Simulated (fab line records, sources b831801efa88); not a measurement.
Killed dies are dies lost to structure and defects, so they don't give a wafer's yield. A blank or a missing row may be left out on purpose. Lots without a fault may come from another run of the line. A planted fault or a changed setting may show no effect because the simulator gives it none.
Problem report in the 8D (eight disciplines) form, filled by code | flow gf180mcu | the parts of the form that need people (team, actions taken, sign-off) are left out

1. THE PROBLEM
LVPWELL_RS at GF_VT_IMPLANT_RS_MEAS_48 reads a mean of 1170 ohm/sq on 9 wafers of 3 lots; wafers without a fault read 1197 ohm/sq with a standard deviation of 3.4. That is -7.9 standard deviations from the usual mean.
The step: measures by four-point-probe.
First seen on wafer L242.3, day 12 04:38, on film_metro-02. The record holds 36 wafers of 12 lots with a number at this step. Rule for "out", or "out of limits": more than 4 standard deviations from the usual mean. The other wafers with a number count as sound.

2. WHAT IT IS AND WHAT IT IS NOT
question                    | is                           | is not
which readings at this step | LVPWELL_RS                   | -
which lots                  | L242, L243, L246             | L226, L231, L232, L233, L234, L235, L236, L238, L239
which wafers of those lots  | all that have a number       | -
read on which gauges        | film_metro-02, film_metro-03 | -
when                        | from day 12 04:38            | up to then (27 sound wafers)

3. SUSPECTS, AND WHAT RULES EACH OUT
Counting: a tool at a process step up to the reading stays a suspect if it ran every lot that is out and no sound lot after the first of them.
- the gauge at GF_VT_IMPLANT_RS_MEAS_48: ruled out. The wafers that are out were read on 2 gauges (film_metro-02, film_metro-03).
- implanter-01 at GF_LVPWELL_IMPLANT_09: kept. It ran every lot that is out, first L242 (day 7 16:18), and no sound lot after that; its last sound lot up to then is L238 (day 6 17:24). Its own readings are out on those wafers: tilt_deg.
Left after counting: implanter-01 at GF_LVPWELL_IMPLANT_09.

4. THE CAUSE (what the simulator had put in)
Process parameter drift: implanter-01, from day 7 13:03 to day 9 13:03, at GF_LVPWELL_IMPLANT_09. Setting tilt_deg, moved by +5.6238, from 0. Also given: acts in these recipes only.
Counting left only this tool.

5. THE CHAIN OF EFFECTS, in route order
Each row: a reading whose mean over the struck wafers that have a number lies more than 3 standard deviations from the usual. Only readings for which the record gives a usual standard deviation are gone through. hours: the time from each lot's start at the first step in this table that gives one to its start at this step, as a median over the lots. sigmas: the change in usual standard deviations.
hours | step                     | reading    | usual          | on struck wafers | change | sigmas
0     | GF_LVPWELL_IMPLANT_09    | tilt_deg   | -0.001 degrees | 5.636            | +5.637 | +99 or more
108   | GF_VT_IMPLANT_RS_MEAS_48 | LVPWELL_RS | 1197 ohm/sq    | 1170             | -27    | -7.9
The process steps in it:
- GF_LVPWELL_IMPLANT_09
Later measuring or inspecting steps at which every struck wafer that the step has a row for has a number for every such reading, and none has moved that far: GF_M3_RS_MEAS_05.

6. WHAT WOULD HAVE CAUGHT IT SOONER
In this record the first reading out of limits at a measuring or inspecting step was taken at day 12 04:38, 112 hours after the fault began at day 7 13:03.
The tool's own readings at GF_LVPWELL_IMPLANT_09 were out on every struck wafer that the step has a row for (tilt_deg): an alarm limit on them would have fired on the first of those.
All the lots that are out (3) had begun GF_LVPWELL_IMPLANT_09 on implanter-01 by day 12 04:38. A hold on the tool at that time would have spared none of them.
